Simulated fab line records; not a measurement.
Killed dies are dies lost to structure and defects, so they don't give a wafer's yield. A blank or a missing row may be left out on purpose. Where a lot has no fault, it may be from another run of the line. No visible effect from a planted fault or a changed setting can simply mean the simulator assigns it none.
Matching of chambers || flow sky130 || 4 sister chambers for SKY_SPACER_ETCHBACK_02 on rie-diel-04
The step etches Si3N4 in CH3F/O2, stops on SiO2, time 46.7 s, target depth 45 nm. 8 wafers are shown with their chamber, then 9 later ones without.

## WAFERS WITH THEIR CHAMBER
{"wafer": "L076.2", "chamber": 1, "drypump-motor-current-A (A)": 6.2, "rf-fwd-power-W (W)": 395.7}
{"wafer": "L083.1", "chamber": 0, "drypump-motor-current-A (A)": 4.8, "rf-fwd-power-W (W)": 397.9}
{"wafer": "L083.6", "chamber": 3, "drypump-motor-current-A (A)": 6.0, "rf-fwd-power-W (W)": 397.5}
{"wafer": "L089.1", "chamber": 0, "drypump-motor-current-A (A)": 4.8, "rf-fwd-power-W (W)": 396.5}
{"wafer": "L089.5", "chamber": 1, "drypump-motor-current-A (A)": 6.2, "rf-fwd-power-W (W)": 395.4}
{"wafer": "L093.1", "chamber": 2, "drypump-motor-current-A (A)": 6.4, "rf-fwd-power-W (W)": 398.2}
{"wafer": "L093.5", "chamber": 2, "drypump-motor-current-A (A)": 6.4, "rf-fwd-power-W (W)": 398.8}
{"wafer": "L093.6", "chamber": 3, "drypump-motor-current-A (A)": 5.9, "rf-fwd-power-W (W)": 396.7}

## WAFERS MISSING THEIR CHAMBER
{"wafer": "L095.1", "drypump-motor-current-A (A)": 6.4, "rf-fwd-power-W (W)": 396.6}
{"wafer": "L095.2", "drypump-motor-current-A (A)": 4.8, "rf-fwd-power-W (W)": 396.6}
{"wafer": "L095.4", "drypump-motor-current-A (A)": 6.0, "rf-fwd-power-W (W)": 395.0}
{"wafer": "L097.1", "drypump-motor-current-A (A)": 4.8, "rf-fwd-power-W (W)": 396.1}
{"wafer": "L097.2", "drypump-motor-current-A (A)": 6.0, "rf-fwd-power-W (W)": 394.2}
{"wafer": "L097.3", "drypump-motor-current-A (A)": 6.2, "rf-fwd-power-W (W)": 396.2}
{"wafer": "L097.4", "drypump-motor-current-A (A)": 6.4, "rf-fwd-power-W (W)": 399.4}
{"wafer": "L097.5", "drypump-motor-current-A (A)": 6.2, "rf-fwd-power-W (W)": 395.4}
{"wafer": "L097.6", "drypump-motor-current-A (A)": 4.8, "rf-fwd-power-W (W)": 395.3}

## WHICH CHAMBER EACH WENT THROUGH
{"wafer": "L095.1", "from the rows above": 2, "in truth": 2}
{"wafer": "L095.2", "from the rows above": 0, "in truth": 0}
{"wafer": "L095.4", "from the rows above": 3, "in truth": 3}
{"wafer": "L097.1", "from the rows above": 0, "in truth": 0}
{"wafer": "L097.2", "from the rows above": "can't be placed: 3 or 1", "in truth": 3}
{"wafer": "L097.3", "from the rows above": 1, "in truth": 1}
{"wafer": "L097.4", "from the rows above": 2, "in truth": 2}
{"wafer": "L097.5", "from the rows above": 1, "in truth": 1}
{"wafer": "L097.6", "from the rows above": 0, "in truth": 0}
8 of 9 placed correctly. Can't be placed from these rows: 1 (the true chamber is among the candidates in 1). Wrongly placed: 0.
How it was worked out, from the rows above alone: a wafer's distance from a chamber is the root of the sum, over the readings, of the square of ((its reading less the chamber's mean) divided by the reading's scatter). The wafer belongs to the nearest chamber; if the next one is less than 2 further off, it can't be placed. Each chamber's mean is taken over the wafers shown for it. The scatter: take each reading less its chamber's mean, square it, sum over the shown wafers, divide by the number of wafers less the number of chambers, and take the root.
